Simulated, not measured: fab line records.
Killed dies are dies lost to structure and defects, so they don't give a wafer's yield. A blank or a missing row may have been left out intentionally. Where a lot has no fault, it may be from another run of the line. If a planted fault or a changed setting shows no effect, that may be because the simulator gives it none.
Lot-split experiment || flow sky130 || 5 lots, 23 wafers read, on a route of 708 steps

== SPLIT DETAILS ==
At SKY_PWDE_COAT_02 (resist thk 3000 nm), the setting spin rpm was moved away from the recipe's 2000 rpm on 10 of the 23 wafers read, by -3.2% to +4.2%. All remaining wafers had this setting at the recipe value.

The split's own step is where the reading is taken.

== THE READING ==
coat_of_PWDE_COAT_02.thk nm (the simulator's own value, which no gauge read), in nm, at SKY_PWDE_COAT_02 (resist thk 3000 nm). The file gives no usual value for it. The 13 wafers here that ran the recipe average 3009 nm, standard deviation 9.5 nm.

{"wafer": "L074.2", "tool, chamber at the split": "litho track-02, 0", "spin rpm as run, rpm": 2000, "against the recipe": "recipe", "coat_of_PWDE_COAT_02.thk nm, nm": 3011, "against lot-mates on the recipe": "-"}
{"wafer": "L074.3", "tool, chamber at the split": "litho track-02, 0", "spin rpm as run, rpm": 2084, "against the recipe": "+4.2%", "coat_of_PWDE_COAT_02.thk nm, nm": 2950, "against lot-mates on the recipe": -62}
{"wafer": "L074.4", "tool, chamber at the split": "litho track-02, 0", "spin rpm as run, rpm": 2000, "against the recipe": "recipe", "coat_of_PWDE_COAT_02.thk nm, nm": 3013, "against lot-mates on the recipe": "-"}
{"wafer": "L074.5", "tool, chamber at the split": "litho track-02, 0", "spin rpm as run, rpm": 2084, "against the recipe": "+4.2%", "coat_of_PWDE_COAT_02.thk nm, nm": 2949, "against lot-mates on the recipe": -63}
{"wafer": "L074.6", "tool, chamber at the split": "litho track-02, 0", "spin rpm as run, rpm": 2084, "against the recipe": "+4.2%", "coat_of_PWDE_COAT_02.thk nm, nm": 2957, "against lot-mates on the recipe": -55}
{"wafer": "L078.1", "tool, chamber at the split": "litho track-04, 0", "spin rpm as run, rpm": 2000, "against the recipe": "recipe", "coat_of_PWDE_COAT_02.thk nm, nm": 3014, "against lot-mates on the recipe": "-"}
{"wafer": "L078.3", "tool, chamber at the split": "litho track-04, 0", "spin rpm as run, rpm": 2000, "against the recipe": "recipe", "coat_of_PWDE_COAT_02.thk nm, nm": 3029, "against lot-mates on the recipe": "-"}
{"wafer": "L078.4", "tool, chamber at the split": "litho track-04, 0", "spin rpm as run, rpm": 2000, "against the recipe": "recipe", "coat_of_PWDE_COAT_02.thk nm, nm": 3020, "against lot-mates on the recipe": "-"}
{"wafer": "L080.1", "tool, chamber at the split": "litho track-04, 0", "spin rpm as run, rpm": 1939, "against the recipe": "-3.0%", "coat_of_PWDE_COAT_02.thk nm, nm": 3055, "against lot-mates on the recipe": "+53"}
{"wafer": "L080.3", "tool, chamber at the split": "litho track-04, 0", "spin rpm as run, rpm": 2000, "against the recipe": "recipe", "coat_of_PWDE_COAT_02.thk nm, nm": 3004, "against lot-mates on the recipe": "-"}
{"wafer": "L080.4", "tool, chamber at the split": "litho track-04, 0", "spin rpm as run, rpm": 1939, "against the recipe": "-3.0%", "coat_of_PWDE_COAT_02.thk nm, nm": 3049, "against lot-mates on the recipe": "+47"}
{"wafer": "L080.5", "tool, chamber at the split": "litho track-04, 0", "spin rpm as run, rpm": 1939, "against the recipe": "-3.0%", "coat_of_PWDE_COAT_02.thk nm, nm": 3039, "against lot-mates on the recipe": "+37"}
{"wafer": "L080.6", "tool, chamber at the split": "litho track-04, 0", "spin rpm as run, rpm": 2000, "against the recipe": "recipe", "coat_of_PWDE_COAT_02.thk nm, nm": 3000, "against lot-mates on the recipe": "-"}
{"wafer": "L082.1", "tool, chamber at the split": "litho track-03, 0", "spin rpm as run, rpm": 2039, "against the recipe": "+2.0%", "coat_of_PWDE_COAT_02.thk nm, nm": 2960, "against lot-mates on the recipe": -37}
{"wafer": "L082.2", "tool, chamber at the split": "litho track-03, 0", "spin rpm as run, rpm": 2039, "against the recipe": "+2.0%", "coat_of_PWDE_COAT_02.thk nm, nm": 2970, "against lot-mates on the recipe": -27}
{"wafer": "L082.3", "tool, chamber at the split": "litho track-03, 0", "spin rpm as run, rpm": 2000, "against the recipe": "recipe", "coat_of_PWDE_COAT_02.thk nm, nm": 2996, "against lot-mates on the recipe": "-"}
{"wafer": "L082.4", "tool, chamber at the split": "litho track-03, 0", "spin rpm as run, rpm": 2000, "against the recipe": "recipe", "coat_of_PWDE_COAT_02.thk nm, nm": 3001, "against lot-mates on the recipe": "-"}
{"wafer": "L082.6", "tool, chamber at the split": "litho track-03, 0", "spin rpm as run, rpm": 2000, "against the recipe": "recipe", "coat_of_PWDE_COAT_02.thk nm, nm": 2995, "against lot-mates on the recipe": "-"}
{"wafer": "L083.1", "tool, chamber at the split": "litho track-02, 0", "spin rpm as run, rpm": 2000, "against the recipe": "recipe", "coat_of_PWDE_COAT_02.thk nm, nm": 3017, "against lot-mates on the recipe": "-"}
{"wafer": "L083.2", "tool, chamber at the split": "litho track-02, 0", "spin rpm as run, rpm": 2000, "against the recipe": "recipe", "coat_of_PWDE_COAT_02.thk nm, nm": 3007, "against lot-mates on the recipe": "-"}
{"wafer": "L083.3", "tool, chamber at the split": "litho track-02, 0", "spin rpm as run, rpm": 1936, "against the recipe": "-3.2%", "coat_of_PWDE_COAT_02.thk nm, nm": 3064, "against lot-mates on the recipe": "+54"}
{"wafer": "L083.4", "tool, chamber at the split": "litho track-02, 0", "spin rpm as run, rpm": 1936, "against the recipe": "-3.2%", "coat_of_PWDE_COAT_02.thk nm, nm": 3057, "against lot-mates on the recipe": "+47"}
{"wafer": "L083.6", "tool, chamber at the split": "litho track-02, 0", "spin rpm as run, rpm": 2000, "against the recipe": "recipe", "coat_of_PWDE_COAT_02.thk nm, nm": 3005, "against lot-mates on the recipe": "-"}

THE FIT
A straight line over all 23 wafers: coat_of_PWDE_COAT_02.thk nm changes by -14.4 nm for each +1% of spin rpm; r = -0.96; the points scatter about the line by 9.9 nm.
The same after taking each lot's own level away (the mean of its wafers on the recipe; 23 wafers): -14.9 nm for each +1%; r = -0.99; scatter 5 nm.
On that fit, the largest move of spin rpm shifts the reading by 63 nm.
The lots' own levels span 2997.3 to 3021.0 nm, that is 2.5 times the standard deviation above.
Hence the lot-to-lot level has little effect on the slope; both slopes agree.
Check: -62.4 nm against its lot-mates is what the line predicts for one of the wafers moved furthest among these (+4.2%) when that wafer is left out of the fit. Against them it came out at -62 nm.

== OTHER SPLITS ON THESE WAFERS ==
Note: prior to the reading, these wafers also went through further splits. Each is held against what the fit with the lots' levels taken away leaves over:
{"other split on the same wafers": "SKY_FIELD_ISO_OXIDATION_01 temp c", "wafers away from the commonest value": 10, "r with coat_of_PWDE_COAT_02.thk nm (lot level and that fit taken away)": "+0.08"}
{"other split on the same wafers": "SKY_NWELL_OXIDATION_01 ox time s", "wafers away from the commonest value": 15, "r with coat_of_PWDE_COAT_02.thk nm (lot level and that fit taken away)": "+0.22"}

== THE WHOLE CHAIN: every reading that the file lists as answering this split, in the file's order ==
{"step": "SKY_PWDE_COAT_02", "what it does": "resist thk 3000 nm", "reading": "coat_of_PWDE_COAT_02.thk nm (the simulator's own value, which no gauge read)", "change (the file's fit)": "-15.1 nm for each +1% of the setting", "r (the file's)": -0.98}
{"step": "SKY_PWDE_STRIP_09", "what it does": "strips in O2/N2", "reading": "strip time to endpoint s", "change (the file's fit)": "withheld for each +1% of the setting", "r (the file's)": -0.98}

== FILE'S OWN FIT ==
coat_of_PWDE_COAT_02.thk nm changes by -15.1 nm for each +1% of spin rpm, r = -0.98.
